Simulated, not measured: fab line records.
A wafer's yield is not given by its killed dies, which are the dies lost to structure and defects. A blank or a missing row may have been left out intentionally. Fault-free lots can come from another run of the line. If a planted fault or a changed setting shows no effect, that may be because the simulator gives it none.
One fault through the eyes of 2 desks	flow sky130	numbers are kept per desk, each desk with only its own; the story behind them comes last

== AT THE TOOL OWNER'S DESK: lpcvd-02 ==
The tool's own readings at SKY_SPACER_CVD_00 (deposits Si3N4 from DCS/NH3, target thk 43.1 nm, time 740 s): means of the sampled wafers that have a number, for each lot that ran on this tool. Marked OUT: a lot whose mean sits more than 4 standard deviations from the usual mean, which makes it out of limits; the brackets give that distance.
Columns: A = spikeTcBottomC at SKY_SPACER_CVD_00, usual 790.2 C; B = spikeTcCentreC at SKY_SPACER_CVD_00, usual 769.4 C; C = spikeTcLowerC at SKY_SPACER_CVD_00, usual 769.5 C; D = spikeTcTopC at SKY_SPACER_CVD_00, usual 783 C; E = spikeTcUpperC at SKY_SPACER_CVD_00, usual 771.1 C; F = susceptorTempC at SKY_SPACER_CVD_00, usual 770.0 C; G = zonePowerCentrePct at SKY_SPACER_CVD_00, usual 14.7 %
lot	first seen here	A	B	C	D	E	F	G
L581	day 22 17:08	793.0	769.8	769.8	779	773.3	770.1	15.1
L582	day 23 12:36	792.0	768.8	769.4	780	772.0	769.9	15.2
L583	day 23 16:49	792.1	770.3	769.8	779	772.9	769.7	15.1
L586	day 24 20:40	791.6	770.3	770.2	780	772.5	769.8	15.1
L584	day 25 00:49	789.0	769.3	769.0	785	769.6	769.9	14.4
L590	day 26 06:16	773.7 (-8.3) OUT	752.6 (-15) OUT	753.9 (-14) OUT	771	754.9 (-9.5) OUT	754.3 (-51) OUT	13.9
L599	day 29 01:50	789.1	769.1	769.3	785	769.1	770.0	14.5
L601	day 30 02:39	792.4	769.6	769.9	779	772.7	769.9	15.2
L602	day 30 12:13	789.1	769.3	769.5	785	769.5	770.0	14.4
L603	day 30 18:41	788.7	768.1	768.5	785	770.4	769.9	14.4
This desk's verdict: out of limits on L590, starting with L590 at day 26 06:16 (spikeTcBottomC at SKY_SPACER_CVD_00). L581, L582, L583, L586, L584, L599, L601, L602, L603: within limits.

== THE METROLOGY DESK ==
What the gauges read for every lot (on any tool): the sampled wafers with a number, averaged. Marked OUT: a lot whose mean sits more than 4 standard deviations from the usual mean, which makes it out of limits; the brackets give that distance.
Columns: A = SPACER_CVD_00_THK at SKY_SPACER_THK_MEAS_01, usual 43.0 nm
lot	first seen here	A
L581	day 22 18:20	43.0
L582	day 23 13:49	43.9
L583	day 23 18:01	43.6
L586	day 24 21:52	42.9
L584	day 25 02:01	42.7
L590	day 26 07:28	31.4 (-25) OUT
L599	day 29 03:02	43.1
L601	day 30 03:53	43.0
L602	day 30 13:26	42.5
L603	day 30 19:53	42.9
Per this desk, out of limits: L590; the first was L590, day 26 07:28 (SPACER_CVD_00_THK at SKY_SPACER_THK_MEAS_01). L581, L582, L583, L586, L584, L599, L601, L602, L603: within limits.

== ALL TOGETHER ==
On L590, at day 26 06:16, an alarm was possible from the tool owner's desk.
At day 26 07:28 the metrology desk could have sounded an alarm, on L590.
Of the lots named, all ran SKY_SPACER_CVD_00 on lpcvd-02.

== WHAT WAS PUT IN BY THE SIMULATOR ==
lpcvd-02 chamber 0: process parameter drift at SKY_SPACER_CVD_00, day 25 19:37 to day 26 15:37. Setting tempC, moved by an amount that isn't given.
Struck lots among those shown: L590.
Hours from the fault's start to each desk's first reading out of limits: the tool owner's desk, 11; the metrology desk, 12.
